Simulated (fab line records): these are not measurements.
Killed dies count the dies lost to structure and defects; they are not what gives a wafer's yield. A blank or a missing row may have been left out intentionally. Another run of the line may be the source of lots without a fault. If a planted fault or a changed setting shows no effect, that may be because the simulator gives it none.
fab line records | flow sky130
record: lots: 5 wafers: 15 last-day: 50
route steps=708 shown SONOS_ONO@172 PAD_OPEN@708
lots with no fault: from the same line, run without faults
start-h: start of the lot's first displayed wafer, in hours after the record's first day | wait-h: how many hours have passed since the lot's step before this one | " the same as in the row above | L1.1+2: several wafers, shown together as one row | - no value present, or no start provided | * or withheld: withheld | < > ~ a bound
route shown NAME@n: NAME is a module with steps in the file, n the number in the route of the first one | usual: mean and standard deviation over wafers with no fault | same: alike in all rows | chamber/n: place in a boat | sites: readings site by site | _std_site: their standard deviation | _edge_site: outer sites' mean less inner sites' | radius-mm: how far each site lies from the wafer's centre | mask NAME#n: copy n | behind: the most recent tool/chamber to have shaped the wafer | hold: what put the lot on hold/how long, in hours/how the hold closed | device: the transistor (n, p or np) that didn't switch | end of line: the same wafers' tests at the end of the route | a step without rows: its recipe alone | killed: the dies lost at the first sort to structure and to defects; this is not the yield of the wafer | map: per-die view of a wafer (x killed, . not killed, _ where there is no die)
set.NAME: the setting as run; set.NAME@STEP: as run at that earlier step | model.NAME: the simulator's own value behind a step, which no gauge read
lots at selected steps of the route; one table per step, one row per wafer
services: when a tool's chamber went out of use (start-h, in hours from the record's first day, below 0 if earlier), for how many hours, and the reason
== steps ==
step: SKY_SONOS_ONO_CVD_04
recipe: material: SiO2 precursor: SiH4/N2O target-thk-nm: 5.7199 temp-c: 900 pressure-mtorr: 400
step: SKY_SONOS_ONO_THK_MEAS_05
recipe: reads: SiO2_of_SONOS_ONO_CVD_04
usual: SONOS_ONO_CVD_04_THK: 5.72/0.13
columns lot.wafer tool chamber start-h wait-h SONOS_ONO_CVD_04_THK[nm]
L994.1 film-metro-02 - 265.33 0.0 5.75
L994.5 " - " " 5.64
L994.6 " - " " 5.72
L995.1 film-metro-01 - 270.47 0.0 5.93
L995.2 " - " " 5.92
L995.3 " - " " 5.90
L999.2 film-metro-03 - 308.80 0.0 5.71
L999.4 " - " " 5.79
L999.6 " - " " 5.73
L107.1 film-metro-01 - 363.34 0.0 5.50
L107.2 " - " " 5.52
L107.4 " - " " 5.56
L116.1 film-metro-01 - 446.59 0.0 5.78
L116.4 " - " " 5.73
L116.6 " - " " 5.76
step: SKY_SONOS_ONO_DEHYDRATE_06
recipe: temp-c: 200 time-s: 60
step: SKY_SONOS_ONO_HMDS_07
recipe: prime-time-s: 60 prime-temp-c: 120
step: SKY_SONOS_ONO_COAT_08
recipe: resist: NOVOLAK spin-rpm: 3000 resist-thk-nm: 1140
step: SKY_SONOS_ONO_SOFTBAKE_09
recipe: temp-c: 90 time-s: 60 resist: NOVOLAK
step: SKY_SONOS_ONO_EXPOSE_10
recipe: mask-id: ONOM target-cd-nm: 410 na: 0.6 source-shape: conventional sigma-outer: 0.6 dose-mj: 150
step: SKY_SONOS_ONO_PEB_11
recipe: temp-c: withheld time-s: * resist: NOVOLAK
step: SKY_SONOS_ONO_DEVELOP_12
recipe: develop-time-s: 60 dev-temp-c: 23
step: SKY_SONOS_ONO_CD_MEAS_13
recipe: target-cd-nm: 410
usual: cd-nm: 409.9/2.2
columns lot.wafer tool chamber start-h wait-h cd-nm
L994.1 cd-sem-01 - 290.48 0.1 412.9
L994.5 " - " " 411.5
L994.6 " - " " 413.4
L995.1 cd-sem-01 - 295.49 0.1 408.2
L995.2 " - " " 407.3
L995.3 " - " " 410.6
L999.2 cd-sem-01 - 335.26 0.1 407.8
L999.4 " - " " 410.8
L999.6 " - " " 408.0
L107.1 cd-sem-01 - 391.43 0.1 408.8
L107.2 " - " " 405.2
L107.4 " - " " 406.2
L116.1 cd-sem-01 - 477.12 0.1 411.0
L116.4 " - " " 409.8
L116.6 " - " " 410.8
step: SKY_SONOS_ONO_OVL_MEAS_14
usual: SONOS_ONO_OVL: -0.7/1.2
columns lot.wafer tool chamber start-h wait-h SONOS_ONO_OVL[nm]
L994.1 overlay-02 - 290.60 0.1 -0.1
L994.5 " - " " 1.0
L994.6 " - " " 0.4
L995.1 overlay-02 - 295.61 0.1 -0.4
L995.2 " - " " -0.7
L995.3 " - " " -2.3
L999.2 overlay-01 - 335.37 0.1 0.1
L999.4 " - " " -0.7
L999.6 " - " " -1.4
L107.1 overlay-02 - 391.55 0.1 -1.4
L107.2 " - " " 1.2
L107.4 " - " " -1.3
L116.1 overlay-02 - 477.24 0.1 -2.3
L116.4 " - " " -0.6
L116.6 " - " " 0.3
step: SKY_SONOS_ONO_ETCH_15
recipe: target-depth-nm: 19.52 chemistry: CHF3/O2 source-w: 600 bias-w: 200 pressure-mtorr: 40 chf3-flow-sccm: 50 O2_flow_sccm: 5 time-s: 7.8
usual: drypump-motor-current-A: 5.8/0.31 oes-product-au: 0.997/0.015 throttle-valve-pct: 8.823/0.0091
columns lot.wafer tool chamber start-h wait-h drypump-motor-current-A oes-product-au rf-hours-counter-h throttle-valve-pct
L994.1 rie-diel-02 2 290.63 0.0 6.4 0.994 28 8.820
L994.5 " 0 " " 5.7 1.023 - 8.836
L994.6 " 2 " " 6.4 0.991 - 8.829
L995.1 rie-diel-02 2 295.65 0.0 6.4 0.991 28 8.823
L995.2 " 0 " " 5.7 1.016 54 8.830
L995.3 " 3 " " 5.7 0.996 73 8.840
L999.2 rie-diel-03 0 335.40 0.0 6.2 1.000 34 8.817
L999.4 " 2 " " 5.9 1.015 - 8.809
L999.6 " 0 " " 6.2 0.989 - 8.822
L107.1 rie-diel-02 1 391.59 0.0 5.5 0.983 1 8.808
L107.2 " 2 " " 6.4 1.007 29 8.837
L107.4 " 3 " " 5.7 0.980 75 8.808
L116.1 rie-diel-02 2 477.28 0.0 6.4 0.986 31 8.816
L116.4 " 2 " " 6.4 0.979 - 8.827
L116.6 " 0 " " 5.7 1.020 - 8.823
step: SKY_SONOS_ONO_WET_ETCH_16
recipe: chemistry: dHF target-depth-nm: 14 dry: n2-spin target: SiO2 dilution: 100:1 temp-c: 25 time-s: 280
usual: run-length-s: 308/3.2
columns lot.wafer tool chamber start-h wait-h run-length-s
L994.1 wet-bench-03 3 290.65 0.0 315
L994.5 " 3 " " 315
L994.6 " 3 " " 315
L995.1 wet-bench-01 1 295.67 0.0 313
L995.2 " 1 " " 313
L995.3 " 1 " " 313
L999.2 wet-bench-04 1 335.42 0.0 306
L999.4 " 1 " " 306
L999.6 " 1 " " 306
L107.1 wet-bench-01 3 391.61 0.0 305
L107.2 " 3 " " 305
L107.4 " 3 " " 305
L116.1 wet-bench-03 2 477.30 0.0 296
L116.4 " 2 " " 296
L116.6 " 2 " " 296
step: SKY_SONOS_ONO_STRIP_17
recipe: chemistry: O2/N2 power-w: 1400 pressure-mtorr: 1500 platen-temp-c: withheld o2-flow-sccm: 3000 n2-flow-sccm: 300 overash-fraction: 0.5
usual: drypump-motor-current-A: 6.1/0.7 oes-product-au: 0.710/0.0048 strip-time-to-endpoint-s: 14.09/0.051
columns lot.wafer tool chamber start-h wait-h drypump-motor-current-A oes-product-au rf-hours-counter-h strip-time-to-endpoint-s
L994.1 plasma-asher-03 0 290.75 0.0 6.5 0.710 60 13.98
L994.5 " 1 " " 6.7 0.713 - 13.99
L994.6 " 0 " " 6.5 0.714 - 14.04
L995.1 plasma-asher-03 1 295.76 0.0 6.7 0.716 60 14.11
L995.2 " 0 " " 6.5 0.710 60 14.10
L995.3 " 0 " " 6.5 0.712 - 14.06
L999.2 plasma-asher-02 0 335.50 0.0 4.8 0.704 54 14.08
L999.4 " 0 " " 4.8 0.707 - 14.11
L999.6 " 0 " " 4.8 0.715 - 14.10
L107.1 plasma-asher-01 0 391.69 0.0 5.9 0.709 69 14.04
L107.2 " 1 " " 6.7 0.714 69 14.03
L107.4 " 1 " " 6.6 0.711 - 14.04
L116.1 plasma-asher-01 1 477.39 0.0 6.7 0.701 5 14.13
L116.4 " 1 " " 6.6 0.712 - 14.14
L116.6 " 0 " " 5.9 0.711 - 14.13
step: SKY_PAD_OPEN_PROBE_99
usual: killed_at_M0_to_M3: 42/7 killed_at_M4_up: 2.8/1.8 killed-at-contacts: 24/5.8 killed-at-front-end: 15/4.8 killed-at-other: 0.3/0.56 killed-dies: 84/11 killed-open: 46/7.8 killed-short: 38/6.3
same: gross-dies: 492 killed-at-back-side: 0
columns lot.wafer tool chamber start-h wait-h killed_at_M0_to_M3 killed_at_M4_up killed-at-contacts killed-at-front-end killed-at-other killed-dies killed-open killed-short
L994.1 prober-02 - 1084.14 0.1 41 1 27 14 0 83 44 39
L994.5 prober-02 - 1084.34 0.2 32 4 11 17 1 65 26 39
L994.6 prober-02 - 1084.39 0.2 29 2 20 12 1 64 36 28
L995.1 prober-01 - 1090.82 0.1 46 3 19 13 1 82 47 35
L995.2 prober-01 - 1090.87 0.1 47 1 21 25 0 94 48 46
L995.3 prober-01 - 1090.92 0.2 38 2 21 13 1 75 40 35
L999.2 prober-01 - 1119.44 0.1 42 5 25 12 0 84 47 37
L999.4 prober-01 - 1119.54 0.2 45 2 30 15 1 93 51 42
L999.6 prober-01 - 1119.64 0.2 42 1 23 18 0 84 39 45
L107.1 prober-01 - 1157.61 0.1 53 4 26 16 0 99 58 40
L107.2 prober-01 - 1157.66 0.1 41 4 25 24 0 94 50 41
L107.4 prober-01 - 1157.76 0.2 49 5 32 17 0 103 54 49
L116.1 prober-02 - 1203.40 0.1 33 4 35 10 0 82 42 40
L116.4 prober-02 - 1203.55 0.2 29 0 21 6 0 56 33 23
L116.6 prober-02 - 1203.65 0.2 38 5 24 6 0 73 34 39
killed by level:class
L994.1 CONTACT:geometric-particle:open=11 METAL2:geometric-particle:short=10 VIA1:geometric-particle:open=8 LOCAL_INTERCONNECT:geometric-particle:short=6 VIA2:geometric-particle:open=6 LI_CONTACT:geometric-particle:open=4 CONTACT:geometric-particle:short=4 METAL3:geometric-particle:short=4
L994.5 METAL2:geometric-particle:short=6 VIA2:geometric-particle:open=6 FIELD_ISO:geometric-particle:short=5 METAL1:geometric-particle:short=4 FIELD_ISO:geometric-particle:open=3 POLY_GATE:geometric-particle:short=3 LI_CONTACT:geometric-particle:open=3 CONTACT:geometric-particle:open=3
L994.6 CONTACT:geometric-particle:open=6 VIA2:geometric-particle:open=6 VIA1:geometric-particle:open=6 CONTACT:geometric-particle:short=5 POLY_GATE:geometric-particle:open=3 LI_CONTACT:geometric-particle:open=3 VIA2:geometric-particle:short=3 LOCAL_INTERCONNECT:geometric-particle:short=3
L995.1 VIA2:geometric-particle:open=12 VIA1:geometric-particle:open=10 METAL1:geometric-particle:short=7 LI_CONTACT:geometric-particle:open=7 CONTACT:geometric-particle:open=7 FIELD_ISO:geometric-particle:short=6 METAL2:geometric-particle:short=5 VIA3:geometric-particle:open=4
L995.2 VIA1:geometric-particle:open=10 FIELD_ISO:geometric-particle:open=7 VIA2:geometric-particle:open=7 FIELD_ISO:geometric-particle:short=6 METAL2:geometric-particle:short=6 CONTACT:geometric-particle:short=6 LI_CONTACT:geometric-particle:open=5 VIA3:geometric-particle:short=5
L995.3 VIA3:geometric-particle:open=12 CONTACT:geometric-particle:open=7 CONTACT:geometric-particle:short=7 FIELD_ISO:geometric-particle:short=5 LI_CONTACT:geometric-particle:open=5 METAL2:geometric-particle:short=5 FIELD_ISO:geometric-particle:open=4 VIA1:geometric-particle:short=4
L999.2 CONTACT:geometric-particle:open=10 METAL1:geometric-particle:short=8 VIA1:geometric-particle:open=8 LI_CONTACT:geometric-particle:open=6 VIA2:geometric-particle:open=6 CONTACT:geometric-particle:short=5 VIA3:geometric-particle:open=5 POLY_GATE:geometric-particle:short=4
L999.4 CONTACT:geometric-particle:open=13 VIA1:geometric-particle:open=11 VIA3:geometric-particle:open=11 FIELD_ISO:geometric-particle:short=7 LI_CONTACT:geometric-particle:open=7 CONTACT:geometric-particle:short=7 VIA1:geometric-particle:short=6 VIA2:geometric-particle:short=4
L999.6 CONTACT:geometric-particle:open=10 METAL1:geometric-particle:short=8 POLY_GATE:geometric-particle:short=7 LOCAL_INTERCONNECT:geometric-particle:short=7 VIA3:geometric-particle:short=7 VIA1:geometric-particle:open=6 VIA3:geometric-particle:open=6 FIELD_ISO:geometric-particle:short=5
L107.1 VIA1:geometric-particle:open=16 VIA3:geometric-particle:open=11 CONTACT:geometric-particle:open=9 LI_CONTACT:geometric-particle:open=8 VIA1:geometric-particle:short=8 FIELD_ISO:geometric-particle:short=7 VIA2:geometric-particle:short=5 CONTACT:geometric-particle:short=4
L107.2 CONTACT:geometric-particle:open=10 VIA1:geometric-particle:open=10 VIA2:geometric-particle:open=7 VIA3:geometric-particle:open=7 FIELD_ISO:geometric-particle:short=5 LI_CONTACT:geometric-particle:short=5 VIA3:geometric-particle:short=5 FIELD_ISO:geometric-particle:open=4
L107.4 CONTACT:geometric-particle:open=13 VIA1:geometric-particle:open=12 VIA1:geometric-particle:short=8 LI_CONTACT:geometric-particle:open=8 VIA2:geometric-particle:open=8 CONTACT:geometric-particle:short=6 FIELD_ISO:geometric-particle:short=5 METAL2:geometric-particle:short=5
L116.1 CONTACT:geometric-particle:open=11 LI_CONTACT:geometric-particle:open=9 VIA1:geometric-particle:open=7 VIA2:geometric-particle:open=6 METAL2:geometric-particle:short=6 LI_CONTACT:geometric-particle:short=5 CONTACT:geometric-particle:short=5 LOCAL_INTERCONNECT:geometric-particle:short=4
L116.4 LI_CONTACT:geometric-particle:open=8 VIA3:geometric-particle:open=5 CONTACT:geometric-particle:open=5 VIA2:geometric-particle:open=4 FIELD_ISO:geometric-particle:open=3 METAL2:geometric-particle:open=3 LOCAL_INTERCONNECT:geometric-particle:short=3 VIA1:geometric-particle:short=3
L116.6 CONTACT:geometric-particle:open=9 LI_CONTACT:geometric-particle:open=6 METAL2:geometric-particle:short=6 LI_CONTACT:geometric-particle:short=5 VIA2:geometric-particle:open=5 VIA1:geometric-particle:short=5 VIA1:geometric-particle:open=4 METAL1:geometric-particle:short=4
== services ==
columns tool chamber start-h hours kind
rie-diel-02 1 273.90 - clean
rie-diel-02 1 273.90 32.2 scheduled-down
rie-diel-02 1 273.90 32.2 vent-cycle
rie-diel-02 2 285.87 3.8 repair
plasma-asher-03 - 297.17 3.5 repair
rie-diel-02 0 319.64 4.6 repair
rie-diel-03 0 325.07 8.9 repair
rie-diel-03 3 327.20 14.4 repair
wet-bench-04 - 328.06 5.4 repair
plasma-asher-01 - 368.29 1.4 repair
plasma-asher-01 - 406.05 2.1 repair
rie-diel-03 3 412.31 2.5 repair
plasma-asher-01 - 421.25 9.0 pm
plasma-asher-01 0 421.25 9.0 vent-cycle
plasma-asher-01 1 421.25 9.0 vent-cycle
plasma-asher-01 0 430.25 - clean
plasma-asher-01 1 430.25 - clean
rie-diel-02 - 433.19 2.8 pm
rie-diel-03 3 434.26 3.8 repair
rie-diel-03 1 445.69 9.5 repair
rie-diel-02 3 471.64 9.5 repair
== key ==
first-sign: step: SKY_SONOS_ONO_WET_ETCH_16 reading: run-length-s direction: down sigmas: 3.7 usual: * struck: *
effect none on later readings
met-at SKY_SONOS_ONO_WET_ETCH_16
struck-wafers L116.1,L116.4,L116.6
tester-left-out L116
fault: kind: process-parameter-drift tool: wet-bench-03 chamber: 2 onset-h: 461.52 steps: SKY_SONOS_ONO_WET_ETCH_16 channel: time-s offset: * shape: step end-h: 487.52 acts-in: * stated: *
tester-left-out: of these lots the tester's yield and bins aren't shown, on N5 and GAA mostly nor the transistor test; their killed dies are dies lost to structure and defects alone, not to doping, threshold or leakage, so they don't give the yield
